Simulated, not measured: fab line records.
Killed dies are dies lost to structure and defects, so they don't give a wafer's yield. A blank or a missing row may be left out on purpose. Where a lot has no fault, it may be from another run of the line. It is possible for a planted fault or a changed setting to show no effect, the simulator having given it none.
2 desks, one fault -- flow sky130 -- numbers are kept per desk, each desk with only its own; the story behind them comes last

## AT THE METROLOGY DESK
What the gauges read for every lot (on any tool): the sampled wafers with a number, averaged. Any lot whose mean is over 4 standard deviations away from the usual mean is out of limits and marked OUT; that distance is given in the brackets.
Columns: A = POLY_GATE_TW at SKY_RES_PROTECT_TW_MEAS_08, usual 4027; B = LDD_HVP_OVL at SKY_LDD_HVP_OVL_MEAS_07, usual -0.1 nm
lot,first seen here,A,B
L473,day 14 22:28,3985,0.5
L474,day 15 03:03,4004,-1.6
L475,day 15 09:55,3977,1.7
L477,day 16 02:07,4048,1.9
L478,day 16 12:46,4084,1.3
L484,day 19 01:06,4004,-0.6
L486,day 19 20:38,4046,-1.2
L489,day 20 20:19,3999,1.5
L490,day 21 02:46,3972,3.3
L491,day 21 22:31,3977,-1.6
L493,day 22 04:59,4053,-1.0
L495,day 22 20:40,4094,2.1
L496,day 23 10:31,4001,-0.1
This desk's verdict: no lot among the 13 shows anything out of limits.

## FOR THE TOOL OWNER'S DESK: implanter-01
The tool's own readings at SKY_LDD_HVP_IMPLANT_08, given as means over the sampled wafers that have a number, one for each lot that went through this tool. Any lot whose mean is over 4 standard deviations away from the usual mean is out of limits and marked OUT; that distance is given in the brackets.
Columns: A = dose-ions-cm2 at SKY_LDD_HVP_IMPLANT_08, usual 1.7001e+13; B = faraday-current-uA at SKY_LDD_HVP_IMPLANT_08, usual 95.8
lot,first seen here,A,B
L473,day 21 06:40,1.6989e+13,97.1
L477,day 22 18:08,1.7005e+13,94.2
L478,day 23 03:35,1.6994e+13,95.5
L486,day 26 07:03,1.4829e+13 (-99 or more) OUT,84.1 (-5.8) OUT
L489,day 27 05:57,1.4812e+13 (-99 or more) OUT,81.2 (-7.3) OUT
This desk's finding: out of limits on L486, L489; first on L486, day 26 07:03 (dose-ions-cm2 at SKY_LDD_HVP_IMPLANT_08). L473, L477, L478: within limits.

## BROUGHT TOGETHER
On L486, L489, at day 26 07:03, an alarm was possible from the tool owner's desk.
Nothing out of limits was seen by the metrology desk.
The metrology desk has L486, L489 on record, within its limits.
All the named lots went through SKY_LDD_HVP_IMPLANT_08 on implanter-01.

## WHAT HAD BEEN PUT IN BY THE SIMULATOR
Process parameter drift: implanter-01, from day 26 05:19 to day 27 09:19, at SKY_LDD_HVP_IMPLANT_08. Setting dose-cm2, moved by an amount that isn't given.
Lots struck among those shown: L486, L489.
Delay in hours, fault start to first out-of-limits reading, by desk: the tool owner's desk at 2.
